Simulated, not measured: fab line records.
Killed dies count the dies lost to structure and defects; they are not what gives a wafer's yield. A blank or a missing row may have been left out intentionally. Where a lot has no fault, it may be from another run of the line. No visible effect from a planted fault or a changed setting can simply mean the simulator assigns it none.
One fault through the eyes of 2 desks -- flow gf180mcu -- every desk sees just its own numbers, and what lay behind them comes last

METROLOGY DESK
Lot by lot, what the gauges showed, no matter which tool ran the lot: averages of those sampled wafers that carry a number. If a lot's mean is further than 4 standard deviations from the usual mean, the lot is out of limits and carries the mark OUT (the distance appears in the brackets).
Columns: A = V2_W_RS at GF_V2_RS_MEAS_24, usual 0.331 ohm/sq
lot,first seen here,A
L865,day 21 04:26,0.334
L868,day 22 08:41,0.332
L869,day 22 17:06,0.334
L872,day 23 20:31,0.327
L873,day 24 09:14,0.331
L874,day 24 15:31,0.330
L875,day 24 21:09,0.328
L876,day 25 03:05,0.331
L878,day 25 16:49,0.333
L884,day 27 13:13,0.330
L885,day 27 20:05,0.333
L886,day 28 01:20,0.326
This desk found nothing out of limits on any of the 12 lots.

TOOL OWNER'S DESK, pecvd-03
The tool's own readings at GF_V3_CVD_02 (deposits SiO2 from TEOS, target thk 850 nm, time 94.851 s): means of the sampled wafers that have a number, for each lot that ran on this tool. If a lot's mean is further than 4 standard deviations from the usual mean, the lot is out of limits and carries the mark OUT (the distance appears in the brackets).
Columns: A = heater_power_outer_w at GF_V3_CVD_02, usual 374 W; B = heater_power_w at GF_V3_CVD_02, usual 623 W
lot,first seen here,A,B
L865,day 22 05:46,306,549
L868,day 23 10:13,364,601
L869,day 23 17:59,332,572
L873,day 25 08:23,385,641
L878,day 26 15:53,307,544
L884,day 28 10:15,402,655
L886,day 28 22:58,402,647
This desk found nothing out of limits on any of the 7 lots.

PUT TOGETHER
The metrology desk saw nothing out of limits.
The tool owner's desk saw nothing out of limits.

WHAT THE SIMULATOR HAD INSERTED
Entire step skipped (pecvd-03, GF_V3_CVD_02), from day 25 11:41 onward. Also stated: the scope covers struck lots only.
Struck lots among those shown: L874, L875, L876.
